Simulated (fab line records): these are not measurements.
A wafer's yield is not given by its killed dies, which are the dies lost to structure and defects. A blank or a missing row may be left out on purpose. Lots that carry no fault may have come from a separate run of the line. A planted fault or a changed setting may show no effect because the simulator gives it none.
Problem report, 8D (eight disciplines) form, completed by code	flow gf180mcu	the parts of the form that need people (team, actions taken, sign-off) are left out

## 1. WHAT WENT WRONG
NWELL_TW at GF_NWELL_TW_MEAS_11 reads a mean of 1870 on 4 wafers of 3 lots; wafers without a fault read 1562 with a standard deviation of 17. Relative to the usual mean, that is a shift of +18 standard deviations.
Earliest sighting: wafer L352.3 on film metro-02 at day 6 06:11. The record holds 33 wafers of 12 lots with a number at this step. Rule for "out", or "out of limits": more than 4 standard deviations from the usual mean. Any other wafer with a number is counted as sound.

## 2. WHAT IT IS AND WHAT IT IS NOT
question	is	is not
which readings at this step	NWELL_TW	-
which lots	L352, L354, L355	L340, L341, L343, L344, L345, L346, L356, L359, L361
which wafers of those lots	L352.3, L352.5, L354.3, L355.5	L354.6, L355.6
read on which gauges	film metro-02, film metro-04	film metro-03
when	from day 6 06:11	up to then (18 sound wafers); but 11 sound wafers of L354, L355, L356, L359, L361 came after

## 3. THE SUSPECTS, EACH WITH WHAT RULES IT OUT
Counting: a tool at a process step up to the reading stays a suspect if it ran every lot that is out. Sound lots after the first of them don't rule it out here, since some wafers of a struck lot are sound.
- the gauge at GF_NWELL_TW_MEAS_11 has been ruled out. 2 gauges (film metro-02, film metro-04) read the wafers that are out.
- litho track-03 at GF_DNWELL_COAT_02 (resist thk 3000 nm): kept. It ran every lot that is out, first L352 (day 5 09:43); its last sound lot up to then is L346 (day 4 01:37).
After counting, what remains is litho track-03 at GF_DNWELL_COAT_02.

## 4. THE CAUSE (what the simulator had put in)
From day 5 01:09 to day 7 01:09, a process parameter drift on litho track-03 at GF_DNWELL_COAT_02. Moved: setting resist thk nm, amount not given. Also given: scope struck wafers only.
This tool alone remained once counting was done.

## 5. THE CHAIN OF EFFECTS, in route order
Each row: a reading whose mean over the struck wafers that have a number lies more than 3 standard deviations from the usual. Readings are gone through only where the record gives a usual standard deviation; hours: the median, over the lots, of the time from a lot's start at the first step in this table giving one to that lot's start at this step; sigmas: the change measured in usual standard deviations.
hours	step	reading	usual	on struck wafers	change	sigmas
0	GF_DNWELL_STRIP_08	strip time to endpoint s	37.02 s	20.34	-16.68	-99 or more
14	GF_NWELL_TW_MEAS_11	NWELL_TW	1562	1870	+308	+18
30	GF_LVPWELL_TW_MEAS_11	LVPWELL_TW	559	1436	+877	+99 or more
46	GF_MVSD_TW_MEAS_11	MVSD_TW	1572	1886	+314	+18
The process steps in it:
- GF_DNWELL_STRIP_08: strips in O2/N2.
Later measuring or inspecting steps at which every struck wafer that the step has a row for has a number for every such reading, and none has moved that far: GF_MVPSD_OVL_MEAS_07.

## 6. WHAT WOULD HAVE CAUGHT IT SOONER
In this record the first reading out of limits at a measuring or inspecting step was taken at day 6 06:11, 29 hours after the fault began at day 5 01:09.
Of the tool readings at GF_DNWELL_COAT_02 for which the record gives a usual standard deviation, none was out on any struck wafer, so an alarm limit of 4 standard deviations on them would not have fired.
L355, from the lots that are out (3), started GF_DNWELL_COAT_02 on litho track-03 later than day 6 06:11. Holding the tool at that time would have saved it.
